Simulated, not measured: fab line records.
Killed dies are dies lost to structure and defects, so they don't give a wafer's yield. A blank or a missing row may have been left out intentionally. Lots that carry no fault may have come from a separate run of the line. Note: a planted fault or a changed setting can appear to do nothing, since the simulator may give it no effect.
fab line records + flow sky130
[record]
- lots = 6
- wafers = 18
- last-day = 50
route steps=708 shown SONOS_ONO@174 PAD_OPEN@708
lots with no fault: from the same line, run without faults
start-h: start of the lot's first displayed wafer, in hours after the record's first day + wait-h: hours from the lot's prior step to this one + " identical to the entry in the row above + L1.1+2: several wafers, shown together as one row + - either no value or no given start + * or withheld: withheld + < > ~ a bound
route shown NAME@n: NAME is a module with steps in the file, n the number in the route of the first one + usual: mean/standard deviation taken from wafers without a fault + same: alike in all rows + chamber/n: place in a boat + sites: readings site by site + _std_site: standard deviation across them + _edge_site: mean of outer sites minus mean of inner sites + radius-mm: how far each site lies from the wafer's centre + mask NAME#n: copy n + behind: the tool/chamber that last shaped the wafer + hold: cause of the lot's hold/its duration in hours/its outcome + device: the n, p or np transistor that did not switch + end of line: the tests these same wafers got at the end of their route + a step given without rows: its recipe and nothing more + killed: count of dies lost to structure and defects at first sort (not the wafer's yield) + map: the dies of a wafer, with x for killed, . for not killed, _ for no die there
set.NAME: the run value of the setting; set.NAME@STEP: its run value at that earlier step + model.NAME: the simulator's own value behind a step, which no gauge read
certain route steps with their lots: each step a table, each wafer a row
services: from which hour (start-h, from the record's first day; less than 0 if before it) a tool's chamber was out of use, for how many hours, and why
[[steps]]
[step SKY_SONOS_ONO_DEHYDRATE_06]
[recipe]
- temp-c = 200
- time-s = 60
[step SKY_SONOS_ONO_HMDS_07]
[recipe]
- prime-time-s = 60
- prime-temp-c = 120
[step SKY_SONOS_ONO_COAT_08]
[recipe]
- resist = NOVOLAK
- spin-rpm = 3000
- resist-thk-nm = 1140
[step SKY_SONOS_ONO_SOFTBAKE_09]
[recipe]
- temp-c = 90
- time-s = 60
- resist = NOVOLAK
[step SKY_SONOS_ONO_EXPOSE_10]
[recipe]
- mask-id = ONOM
- target-cd-nm = 410
- na = 0.6
- source-shape = conventional
- sigma-outer = 0.6
- dose-mj = 150
[step SKY_SONOS_ONO_PEB_11]
[recipe]
- temp-c = withheld
- time-s = *
- resist = NOVOLAK
[step SKY_SONOS_ONO_DEVELOP_12]
[recipe]
- develop-time-s = 60
- dev-temp-c = 23
[step SKY_SONOS_ONO_CD_MEAS_13]
[recipe]
- target-cd-nm = 410
[usual]
- cd-nm = 410.5/2.1
| lot.wafer | tool      | chamber | start-h | wait-h | cd-nm |
|-----------|-----------|---------|---------|--------|-------|
| L114.2    | cd-sem-01 | -       | 299.23  | 0.1    | 410.2 |
| L114.4    | "         | -       | "       | "      | 410.4 |
| L114.5    | "         | -       | "       | "      | 409.6 |
| L117.1    | cd-sem-02 | -       | 349.53  | 0.1    | 410.4 |
| L117.2    | "         | -       | "       | "      | 411.8 |
| L117.6    | "         | -       | "       | "      | 411.3 |
| L122.1    | cd-sem-01 | -       | 409.64  | 0.1    | 410.1 |
| L122.2    | "         | -       | "       | "      | 412.1 |
| L122.6    | "         | -       | "       | "      | 412.3 |
| L124.1    | cd-sem-01 | -       | 416.86  | 0.1    | 408.2 |
| L124.3    | "         | -       | "       | "      | 411.1 |
| L124.4    | "         | -       | "       | "      | 412.0 |
| L130.1    | cd-sem-01 | -       | 448.64  | 0.1    | 408.1 |
| L130.2    | "         | -       | "       | "      | 408.7 |
| L130.5    | "         | -       | "       | "      | 409.6 |
| L134.2    | cd-sem-02 | -       | 471.63  | 0.1    | 410.9 |
| L134.3    | "         | -       | "       | "      | 410.5 |
| L134.6    | "         | -       | "       | "      | 412.2 |
[step SKY_SONOS_ONO_OVL_MEAS_14]
[usual]
- SONOS_ONO_OVL = 0.5/1.5
| lot.wafer | tool       | chamber | start-h | wait-h | SONOS_ONO_OVL[nm] |
|-----------|------------|---------|---------|--------|-------------------|
| L114.2    | overlay-01 | -       | 299.34  | 0.1    | 0.7               |
| L114.4    | "          | -       | "       | "      | 0.3               |
| L114.5    | "          | -       | "       | "      | -0.1              |
| L117.1    | overlay-01 | -       | 349.65  | 0.1    | 0.7               |
| L117.2    | "          | -       | "       | "      | 0.2               |
| L117.6    | "          | -       | "       | "      | 0.9               |
| L122.1    | overlay-01 | -       | 409.76  | 0.1    | 1.6               |
| L122.2    | "          | -       | "       | "      | 2.5               |
| L122.6    | "          | -       | "       | "      | 3.4               |
| L124.1    | overlay-01 | -       | 416.98  | 0.1    | 1.1               |
| L124.3    | "          | -       | "       | "      | 1.2               |
| L124.4    | "          | -       | "       | "      | -0.3              |
| L130.1    | overlay-02 | -       | 448.76  | 0.1    | 1.0               |
| L130.2    | "          | -       | "       | "      | 1.8               |
| L130.5    | "          | -       | "       | "      | -0.3              |
| L134.2    | overlay-01 | -       | 471.74  | 0.1    | 2.7               |
| L134.3    | "          | -       | "       | "      | -0.7              |
| L134.6    | "          | -       | "       | "      | 2.5               |
[step SKY_SONOS_ONO_ETCH_15]
[recipe]
- target-depth-nm = 19.52
- chemistry = CHF3/O2
- source-w = 600
- bias-w = 200
- pressure-mtorr = 40
- chf3-flow-sccm = 50
- O2_flow_sccm = 5
- time-s = 7.8
[usual]
- O2_flow_sccm = 5.002/0.016
- bias-w = 200.0/0.61
- drypump-motor-current-A = 5.7/0.41
- oes-product-au = 0.996/0.0077
- throttle-valve-pct = 8.823/0.0083
| lot.wafer | tool        | chamber | start-h | wait-h | O2_flow_sccm | bias-w | drypump-motor-current-A | oes-product-au | rf-hours-counter-h | throttle-valve-pct |
|-----------|-------------|---------|---------|--------|--------------|--------|-------------------------|----------------|--------------------|--------------------|
| L114.2    | rie-diel-01 | 1       | 299.37  | 0.0    | 5.002        | 200.3  | 6.3                     | 0.988          | 55                 | 8.832              |
| L114.4    | "           | 2       | "       | "      | 4.989        | 200.1  | 5.8                     | 0.981          | 0                  | 8.812              |
| L114.5    | "           | 0       | "       | "      | 4.969        | 199.7  | 5.4                     | 0.987          | -                  | 8.819              |
| L117.1    | rie-diel-01 | 0       | 349.69  | 0.0    | 4.988        | 199.3  | 5.4                     | 0.981          | 1                  | 8.832              |
| L117.2    | "           | 1       | "       | "      | 4.986        | 199.6  | 6.3                     | 0.982          | 57                 | 8.825              |
| L117.6    | "           | 1       | "       | "      | 4.977        | 200.1  | 6.3                     | 1.003          | -                  | 8.825              |
| L122.1    | rie-diel-04 | 0       | 409.80  | 0.0    | 4.997        | 199.5  | 6.5                     | 0.984          | 10                 | 8.828              |
| L122.2    | "           | 3       | "       | "      | 4.996        | 201.9  | 5.7                     | 1.003          | 2                  | 8.825              |
| L122.6    | "           | 1       | "       | "      | 5.016        | 199.4  | 5.6                     | 0.984          | -                  | 8.825              |
| L124.1    | rie-diel-01 | 0       | 417.02  | 0.0    | 4.992        | 200.3  | 5.4                     | 1.004          | 1                  | 8.826              |
| L124.3    | "           | 1       | "       | "      | 4.987        | 199.7  | 6.3                     | 0.998          | 58                 | 8.834              |
| L124.4    | "           | 3       | "       | "      | 5.013        | 200.1  | 6.2                     | 0.996          | 76                 | 8.837              |
| L130.1    | rie-diel-04 | 3       | 448.80  | 0.0    | 4.993        | 200.4  | 5.6                     | 0.995          | 3                  | 8.830              |
| L130.2    | "           | 2       | "       | "      | 5.008        | 200.8  | 5.3                     | 0.994          | 1                  | 8.812              |
| L130.5    | "           | 2       | "       | "      | 4.998        | 200.5  | 5.3                     | 0.993          | -                  | 8.820              |
| L134.2    | rie-diel-01 | 3       | 471.77  | 0.0    | 5.013        | 200.2  | 6.1                     | 0.996          | 77                 | 8.818              |
| L134.3    | "           | 2       | "       | "      | 4.965        | 199.9  | 5.8                     | 0.993          | 3                  | 8.834              |
| L134.6    | "           | 3       | "       | "      | 5.026        | 200.1  | 6.1                     | 1.001          | -                  | 8.837              |
[step SKY_SONOS_ONO_WET_ETCH_16]
[recipe]
- chemistry = dHF
- target-depth-nm = 14
- dry = n2-spin
- target = SiO2
- dilution = 100:1
- temp-c = 25
- time-s = 280
[step SKY_SONOS_ONO_STRIP_17]
[recipe]
- chemistry = O2/N2
- power-w = 1400
- pressure-mtorr = 1500
- platen-temp-c = withheld
- o2-flow-sccm = 3000
- n2-flow-sccm = 300
- overash-fraction = 0.5
[usual]
- drypump-motor-current-A = 5.5/0.4
- oes-product-au = 0.710/0.0043
- strip-time-to-endpoint-s = 14.13/0.044
| lot.wafer | tool            | chamber | start-h | wait-h | drypump-motor-current-A | oes-product-au | rf-hours-counter-h | strip-time-to-endpoint-s |
|-----------|-----------------|---------|---------|--------|-------------------------|----------------|--------------------|--------------------------|
| L114.2    | plasma-asher-02 | 0       | 299.47  | 0.0    | 6.1                     | 0.704          | 48                 | 14.08                    |
| L114.4    | "               | 1       | "       | "      | 5.2                     | 0.703          | -                  | 14.11                    |
| L114.5    | "               | 0       | "       | "      | 6.1                     | 0.706          | -                  | 14.09                    |
| L117.1    | plasma-asher-01 | 1       | 349.80  | 0.0    | 5.7                     | 0.708          | 24                 | 14.13                    |
| L117.2    | "               | 0       | "       | "      | 5.0                     | 0.708          | 24                 | 14.11                    |
| L117.6    | "               | 1       | "       | "      | 5.7                     | 0.713          | -                  | 14.11                    |
| L122.1    | plasma-asher-04 | 1       | 409.91  | 0.0    | 5.2                     | 0.710          | 67                 | 14.10                    |
| L122.2    | "               | 0       | "       | "      | 5.8                     | 0.706          | 67                 | 14.09                    |
| L122.6    | "               | 1       | "       | "      | 5.2                     | 0.710          | -                  | 14.11                    |
| L124.1    | plasma-asher-02 | 1       | 417.13  | 0.0    | 5.2                     | 0.713          | 59                 | 14.09                    |
| L124.3    | "               | 1       | "       | "      | 5.2                     | 0.705          | -                  | 14.12                    |
| L124.4    | "               | 0       | "       | "      | 6.1                     | 0.706          | -                  | 14.11                    |
| L130.1    | plasma-asher-01 | 1       | 448.91  | 0.0    | 5.7                     | 0.715          | 35                 | 14.09                    |
| L130.2    | "               | 0       | "       | "      | 4.9                     | 0.718          | 35                 | 14.09                    |
| L130.5    | "               | 1       | "       | "      | 5.7                     | 0.702          | -                  | 14.07                    |
| L134.2    | plasma-asher-04 | 0       | 471.88  | 0.0    | 5.8                     | 0.710          | 74                 | 14.16                    |
| L134.3    | "               | 0       | "       | "      | 5.7                     | 0.712          | -                  | 14.18                    |
| L134.6    | "               | 0       | "       | "      | 5.7                     | 0.710          | -                  | 14.19                    |
[step SKY_SONOS_ONO_WET_ETCH_18]
[recipe]
- chemistry = H3PO4
- target-depth-nm = 15
- target = Si3N4
- temp-c = 160
- time-s = 172
[usual]
- bath-guard-temp-C = 159.9/0.47
- bath-heat-duty-pct = 26.6/1.6
- temp-c = 160.03/0.16
| lot.wafer | tool         | chamber | start-h | wait-h | bath-guard-temp-C | bath-heat-duty-pct | temp-c |
|-----------|--------------|---------|---------|--------|-------------------|--------------------|--------|
| L114.2    | wet-bench-02 | 0       | 299.57  | 0.1    | 160.8             | 26.9               | 160.12 |
| L114.4    | "            | 0       | "       | "      | 160.9             | 25.5               | 159.79 |
| L114.5    | "            | 0       | "       | "      | 160.4             | 26.7               | 159.94 |
| L117.1    | wet-bench-04 | 1       | 349.90  | 0.1    | 160.7             | 26.3               | 160.35 |
| L117.2    | "            | 1       | "       | "      | 160.8             | 27.2               | 160.40 |
| L117.6    | "            | 1       | "       | "      | 160.2             | 26.9               | 160.19 |
| L122.1    | wet-bench-02 | 0       | 410.01  | 0.1    | -                 | -                  | -      |
| L122.2    | "            | 0       | "       | "      | -                 | -                  | -      |
| L122.6    | "            | 0       | "       | "      | -                 | -                  | -      |
| L124.1    | wet-bench-04 | 0       | 417.23  | 0.1    | -                 | -                  | -      |
| L124.3    | "            | 0       | "       | "      | -                 | -                  | -      |
| L124.4    | "            | 0       | "       | "      | -                 | -                  | -      |
| L130.1    | wet-bench-01 | 1       | 449.01  | 0.1    | 160.0             | 28.6               | 159.77 |
| L130.2    | "            | 1       | "       | "      | 160.1             | 30.2               | 159.92 |
| L130.5    | "            | 1       | "       | "      | 159.7             | 29.2               | 159.88 |
| L134.2    | wet-bench-02 | 2       | 471.98  | 0.1    | 159.2             | 25.7               | 160.05 |
| L134.3    | "            | 2       | "       | "      | 159.9             | 27.1               | 160.20 |
| L134.6    | "            | 2       | "       | "      | 159.4             | 25.2               | 159.91 |
[step SKY_PAD_OPEN_PROBE_99]
[usual]
- killed_at_M0_to_M3 = 44/6.2
- killed_at_M4_up = 3.3/1.8
- killed-at-contacts = 25/5.8
- killed-at-front-end = 15/4
- killed-at-other = 0.3/0.49
- killed-dies = 88/8.8
- killed-on-rim = 17/3.6
- killed-open = 48/6.5
- killed-short = 39/6.3
[same]
- gross-dies = 492
- killed-at-back-side = 0
| lot.wafer | tool      | chamber | start-h | wait-h | killed_at_M0_to_M3 | killed_at_M4_up | killed-at-contacts | killed-at-front-end | killed-at-other | killed-dies | killed-on-rim | killed-open | killed-short |
|-----------|-----------|---------|---------|--------|--------------------|-----------------|--------------------|---------------------|-----------------|-------------|---------------|-------------|--------------|
| L114.2    | prober-01 | -       | 1096.95 | 0.1    | 50                 | 3               | 19                 | 16                  | 0               | 88          | 14            | 41          | 47           |
| L114.4    | prober-01 | -       | 1097.05 | 0.2    | 28                 | 4               | 18                 | 10                  | 2               | 62          | 10            | 40          | 22           |
| L114.5    | prober-01 | -       | 1097.10 | 0.2    | 45                 | 5               | 24                 | 11                  | 0               | 85          | 16            | 46          | 39           |
| L117.1    | prober-02 | -       | 1134.36 | 0.1    | 42                 | 5               | 29                 | 16                  | 0               | 92          | 19            | 48          | 44           |
| L117.2    | prober-02 | -       | 1134.41 | 0.1    | 44                 | 3               | 21                 | 5                   | 1               | 74          | 15            | 37          | 37           |
| L117.6    | prober-02 | -       | 1134.61 | 0.2    | 32                 | 3               | 33                 | 20                  | 0               | 88          | 18            | 53          | 35           |
| L122.1    | prober-01 | -       | 1171.59 | 0.1    | 47                 | 3               | 31                 | 411                 | 0               | 492         | 96            | 51          | 41           |
| L122.2    | prober-01 | -       | 1171.64 | 0.1    | 51                 | 2               | 22                 | 416                 | 1               | 492         | 96            | 47          | 42           |
| L122.6    | prober-01 | -       | 1171.84 | 0.2    | 42                 | 1               | 28                 | 421                 | 0               | 492         | 96            | 49          | 28           |
| L124.1    | prober-02 | -       | 1176.36 | 0.1    | 39                 | 6               | 22                 | 425                 | 0               | 492         | 96            | 50          | 37           |
| L124.3    | prober-02 | -       | 1176.46 | 0.2    | 33                 | 6               | 32                 | 421                 | 0               | 492         | 96            | 45          | 37           |
| L124.4    | prober-02 | -       | 1176.51 | 0.2    | 37                 | 5               | 31                 | 419                 | 0               | 492         | 96            | 46          | 36           |
| L130.1    | prober-01 | -       | 1195.18 | 0.1    | 40                 | 3               | 33                 | 16                  | 0               | 92          | 17            | 51          | 41           |
| L130.2    | prober-01 | -       | 1195.23 | 0.1    | 50                 | 2               | 11                 | 10                  | 0               | 73          | 19            | 35          | 38           |
| L130.5    | prober-01 | -       | 1195.38 | 0.2    | 38                 | 2               | 26                 | 11                  | 0               | 77          | 18            | 42          | 35           |
// killed by level:class
L114.2 VIA2:geometric-particle:open=10 METAL2:geometric-particle:short=9 CONTACT:geometric-particle:open=7 VIA1:geometric-particle:short=7 FIELD_ISO:geometric-particle:short=6 LI_CONTACT:geometric-particle:open=6 METAL1:geometric-particle:short=6 POLY_GATE:geometric-particle:short=4
L114.4 CONTACT:geometric-particle:open=7 VIA1:geometric-particle:open=7 VIA3:geometric-particle:open=6 LI_CONTACT:geometric-particle:open=6 VIA2:geometric-particle:open=4 METAL4:geometric-particle:short=3 SONOS_ONO:geometric-particle:open=2 POLY_GATE:geometric-particle:short=2
L114.5 VIA2:geometric-particle:open=14 LI_CONTACT:geometric-particle:open=7 CONTACT:geometric-particle:short=7 METAL2:geometric-particle:short=7 VIA1:geometric-particle:open=5 CONTACT:geometric-particle:open=4 METAL4:geometric-particle:short=4 POLY_GATE:geometric-particle:open=3
L117.1 CONTACT:geometric-particle:open=12 VIA1:geometric-particle:open=8 CONTACT:geometric-particle:short=7 METAL1:geometric-particle:short=7 METAL2:geometric-particle:short=7 FIELD_ISO:geometric-particle:short=6 LOCAL_INTERCONNECT:geometric-particle:short=5 VIA2:geometric-particle:open=5
L117.2 VIA1:geometric-particle:open=11 LI_CONTACT:geometric-particle:open=8 METAL1:geometric-particle:short=7 LOCAL_INTERCONNECT:geometric-particle:short=6 VIA1:geometric-particle:short=5 CONTACT:geometric-particle:open=5 VIA3:geometric-particle:short=5 METAL2:geometric-particle:short=4
L117.6 CONTACT:geometric-particle:open=12 VIA1:geometric-particle:open=11 LI_CONTACT:geometric-particle:open=9 LOCAL_INTERCONNECT:geometric-particle:short=7 FIELD_ISO:geometric-particle:short=6 FIELD_ISO:geometric-particle:open=3 POLY_GATE:geometric-particle:short=3 CONTACT:geometric-particle:short=3
L122.1 SONOS_ONO:area-etch=399 VIA1:geometric-particle:open=12 CONTACT:geometric-particle:open=11 VIA3:geometric-particle:open=9 LI_CONTACT:geometric-particle:open=8 CONTACT:geometric-particle:short=5 METAL2:geometric-particle:short=5 VIA2:geometric-particle:open=4
L122.2 SONOS_ONO:area-etch=403 VIA2:geometric-particle:open=10 VIA1:geometric-particle:open=8 VIA3:geometric-particle:open=8 METAL2:geometric-particle:short=7 FIELD_ISO:geometric-particle:short=6 CONTACT:geometric-particle:open=6 LOCAL_INTERCONNECT:geometric-particle:short=5
L122.6 SONOS_ONO:area-etch=413 CONTACT:geometric-particle:open=9 VIA1:geometric-particle:open=9 CONTACT:geometric-particle:short=8 VIA2:geometric-particle:open=8 VIA3:geometric-particle:open=7 LI_CONTACT:geometric-particle:open=6 METAL2:geometric-particle:short=5
L124.1 SONOS_ONO:area-etch=402 VIA3:geometric-particle:open=8 VIA2:geometric-particle:open=7 CONTACT:geometric-particle:open=7 CONTACT:geometric-particle:short=6 LI_CONTACT:geometric-particle:open=5 METAL1:geometric-particle:short=5 VIA1:geometric-particle:open=5
L124.3 SONOS_ONO:area-etch=410 CONTACT:geometric-particle:open=11 LI_CONTACT:geometric-particle:open=8 VIA1:geometric-particle:open=7 METAL1:geometric-particle:short=6 VIA2:geometric-particle:open=6 POLY_GATE:geometric-particle:short=5 METAL4:geometric-particle:short=5
L124.4 SONOS_ONO:area-etch=409 CONTACT:geometric-particle:open=12 LI_CONTACT:geometric-particle:open=9 VIA1:geometric-particle:open=9 METAL1:geometric-particle:short=8 VIA2:geometric-particle:short=6 LOCAL_INTERCONNECT:geometric-particle:short=5 VIA3:geometric-particle:open=5
L130.1 LI_CONTACT:geometric-particle:open=11 CONTACT:geometric-particle:open=11 VIA1:geometric-particle:open=8 METAL1:geometric-particle:short=7 LOCAL_INTERCONNECT:geometric-particle:short=5 METAL2:geometric-particle:short=5 VIA3:geometric-particle:short=5 FIELD_ISO:geometric-particle:open=4
L130.2 VIA2:geometric-particle:open=9 VIA1:geometric-particle:open=8 METAL1:geometric-particle:short=7 VIA3:geometric-particle:open=7 METAL2:geometric-particle:short=7 CONTACT:geometric-particle:open=5 LOCAL_INTERCONNECT:geometric-particle:short=4 VIA2:geometric-particle:short=4
L130.5 LI_CONTACT:geometric-particle:open=8 CONTACT:geometric-particle:open=7 METAL2:geometric-particle:short=6 VIA3:geometric-particle:open=6 METAL1:geometric-particle:short=6 VIA1:geometric-particle:short=6 VIA1:geometric-particle:open=6 LOCAL_INTERCONNECT:geometric-particle:short=4
// map L122.1 (x killed, . not)
__________xxxxxxxxxx_________
________xxxxxxxxxxxxxx_______
______xxxxxxxxxxxxxxxxxx_____
_____xxxxxxxxxxxxxxxxxxxx____
____xxxxxxxxxxxxxxxxxxxxxx___
___xxxxxxxxxxxxxxxxxxxxxxxx__
__xxxxxxxxxxxxxxxxxxxxxxxxxx_
_xxxxxxxxxxxxxxxxxxxxxxxxxxxx
_xxxxxxxxxxxxxxxxxxxxxxxxxxxx
_xxxxxxxxxxxxxxxxxxxxxxxxxxxx
_xxxxxxxxxxxxxxxxxxxxxxxxxxxx
_xxxxxxxxxxxxxxxxxxxxxxxxxxxx
_xxxxxxxxxxxxxxxxxxxxxxxxxxxx
_xxxxxxxxxxxxxxxxxxxxxxxxxxxx
_xxxxxxxxxxxxxxxxxxxxxxxxxxxx
__xxxxxxxxxxxxxxxxxxxxxxxxxx_
___xxxxxxxxxxxxxxxxxxxxxxxx__
____xxxxxxxxxxxxxxxxxxxxxx___
_____xxxxxxxxxxxxxxxxxxxx____
______xxxxxxxxxxxxxxxxxx_____
________xxxxxxxxxxxxxx_______
__________xxxxxxxxxx_________
// map L124.1 (x killed, . not)
__________xxxxxxxxxx_________
________xxxxxxxxxxxxxx_______
______xxxxxxxxxxxxxxxxxx_____
_____xxxxxxxxxxxxxxxxxxxx____
____xxxxxxxxxxxxxxxxxxxxxx___
___xxxxxxxxxxxxxxxxxxxxxxxx__
__xxxxxxxxxxxxxxxxxxxxxxxxxx_
_xxxxxxxxxxxxxxxxxxxxxxxxxxxx
_xxxxxxxxxxxxxxxxxxxxxxxxxxxx
_xxxxxxxxxxxxxxxxxxxxxxxxxxxx
_xxxxxxxxxxxxxxxxxxxxxxxxxxxx
_xxxxxxxxxxxxxxxxxxxxxxxxxxxx
_xxxxxxxxxxxxxxxxxxxxxxxxxxxx
_xxxxxxxxxxxxxxxxxxxxxxxxxxxx
_xxxxxxxxxxxxxxxxxxxxxxxxxxxx
__xxxxxxxxxxxxxxxxxxxxxxxxxx_
___xxxxxxxxxxxxxxxxxxxxxxxx__
____xxxxxxxxxxxxxxxxxxxxxx___
_____xxxxxxxxxxxxxxxxxxxx____
______xxxxxxxxxxxxxxxxxx_____
________xxxxxxxxxxxxxx_______
__________xxxxxxxxxx_________
[[services]]
| tool            | chamber | start-h | hours | kind           |
|-----------------|---------|---------|-------|----------------|
| rie-diel-04     | 3       | 289.15  | -     | clean          |
| rie-diel-04     | 3       | 289.15  | 13.5  | scheduled-down |
| rie-diel-04     | 3       | 289.15  | 13.5  | vent-cycle     |
| rie-diel-01     | 0       | 302.34  | -     | clean          |
| rie-diel-01     | 0       | 302.34  | 19.1  | scheduled-down |
| rie-diel-01     | 0       | 302.34  | 19.1  | vent-cycle     |
| rie-diel-04     | -       | 306.82  | 0.2   | repair         |
| plasma-asher-04 | -       | 317.80  | 1.2   | repair         |
| rie-diel-04     | 2       | 348.67  | -     | clean          |
| rie-diel-04     | 2       | 348.67  | 18.8  | scheduled-down |
| rie-diel-04     | 2       | 348.67  | 18.8  | vent-cycle     |
| rie-diel-04     | -       | 349.47  | 2.8   | pm             |
| plasma-asher-02 | -       | 350.41  | 5.3   | pm             |
| plasma-asher-04 | -       | 388.83  | 1.4   | repair         |
| rie-diel-04     | 2       | 435.33  | 9.9   | repair         |
| rie-diel-04     | 3       | 456.16  | 14.0  | repair         |
[[key]]
[first-sign]
- step = SKY_SONOS_ONO_WET_ETCH_18
- reading = tool-record
- direction = missing
[effect]
- step = SKY_PAD_OPEN_PROBE_99
- reading = killed-at-front-end
- direction = up
- sigmas = 99+
- usual = 15
- struck = 419
[more-kills-born-at]
- SKY_SONOS_ONO_WET_ETCH_18@wet-bench-04 = 1221
- SKY_SONOS_ONO_WET_ETCH_18@wet-bench-02 = 1215
met-at SKY_SONOS_ONO_WET_ETCH_18
struck-wafers L122.1,L122.2,L122.6,L124.1,L124.3,L124.4
later-rows-left-out L122.1,L122.2,L122.6,L124.1,L124.3,L124.4
tester-left-out L122,L124
onset-between 349.90 410.01
[fault]
- kind = skipped-step-whole
- tool = wet-bench-02,wet-bench-04
- chamber = -
- onset-h = 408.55
- steps = SKY_SONOS_ONO_WET_ETCH_18
- scope = struck-lots-only
// tester-left-out: of these lots the tester's yield and bins aren't shown, on N5 and GAA mostly nor the transistor test; their killed dies are dies lost to structure and defects alone, not to doping, threshold or leakage, so they don't give the yield
// later-rows-left-out: the simulator's readings of these wafers behind a module that went badly wrong aren't trusted and aren't shown, but for the sort
